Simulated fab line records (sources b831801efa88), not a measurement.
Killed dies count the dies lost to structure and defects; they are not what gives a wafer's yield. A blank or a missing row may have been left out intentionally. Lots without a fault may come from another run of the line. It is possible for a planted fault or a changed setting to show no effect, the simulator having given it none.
2 desks, one fault    flow gf180mcu    each desk holds nothing but its own numbers, with what lay behind them at the end

METROLOGY DESK
What the gauges read for every lot (on any tool): the sampled wafers with a number, averaged. A lot is out of limits, marked OUT, if its mean lies more than 4 standard deviations from the usual mean; the brackets give that distance.
Columns: A = STI_CVD_03_THK at GF_STI_THK_MEAS_04, usual 206.8 nm; B = MVPSD_TW at GF_MVPSD_TW_MEAS_11, usual 551; C = MVPSD_RS at GF_VT_IMPLANT_RS_MEAS_49, usual 1169 ohm/sq
lot   first seen here  A      B    C
L618  day 1 13:34      209.4  551  1170
L621  day 2 04:38      207.3  549  1165
L622  day 2 09:54      208.0  554  1170
L623  day 2 14:57      206.2  547  1165
L627  day 3 10:34      206.8  546  1172
L630  day 4 01:35      204.9  538  1235 (+21) OUT
L634  day 4 21:35      203.7  537  1235 (+21) OUT
L637  day 5 13:34      205.9  554  1165
L638  day 5 17:34      210.4  549  1169
L640  day 6 04:09      204.9  556  1165
L641  day 6 09:32      200.6  555  1168
This desk's result: L630, L634 out of limits, first on L630 (MVPSD_RS at GF_VT_IMPLANT_RS_MEAS_49), day 10 18:26. L618, L621, L622, L623, L627, L637, L638, L640, L641 stayed within limits.

THE TOOL OWNER'S DESK: implanter-01
The tool's own readings at GF_MVPSD_IMPLANT_08: means of the sampled wafers that have a number, for each lot that ran on this tool. A lot is out of limits, marked OUT, if its mean lies more than 4 standard deviations from the usual mean; the brackets give that distance.
Columns: A = beamOnS at GF_MVPSD_IMPLANT_08, usual 10.05 s; B = doseIonsCm2 at GF_MVPSD_IMPLANT_08, usual 1.5e+13; C = faradayCurrentUA at GF_MVPSD_IMPLANT_08, usual 84.2
lot   first seen here  A      B                          C
L618  day 5 00:20      10.00  1.5e+13                    84.4
L623  day 6 07:59      10.14  1.5e+13                    83.6
L630  day 7 22:02      9.98   1.3e+13 (-99 or more) OUT  75.5 (-5.5) OUT
L634  day 9 00:05      10.02  1.3e+13 (-99 or more) OUT  75.3 (-5.6) OUT
This desk finds L630, L634 out of limits, L630 being first, at day 7 22:02 (doseIonsCm2 at GF_MVPSD_IMPLANT_08). L618, L623 stayed within limits.

BROUGHT TOGETHER
The tool owner's desk had the chance to raise an alarm at day 7 22:02 on L630, L634.
On L630, L634, the metrology desk was in a position to raise an alarm at day 10 18:26.
All the named lots went through GF_MVPSD_IMPLANT_08 on implanter-01.

WHAT THE SIMULATOR PUT IN
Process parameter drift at GF_MVPSD_IMPLANT_08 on implanter-01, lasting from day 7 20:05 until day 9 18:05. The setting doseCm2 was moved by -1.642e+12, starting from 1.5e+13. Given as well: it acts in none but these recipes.
Lots struck among those shown: L630, L634.
Hours from the fault's start to each desk's first reading out of limits: the tool owner's desk, 2; the metrology desk, 70.
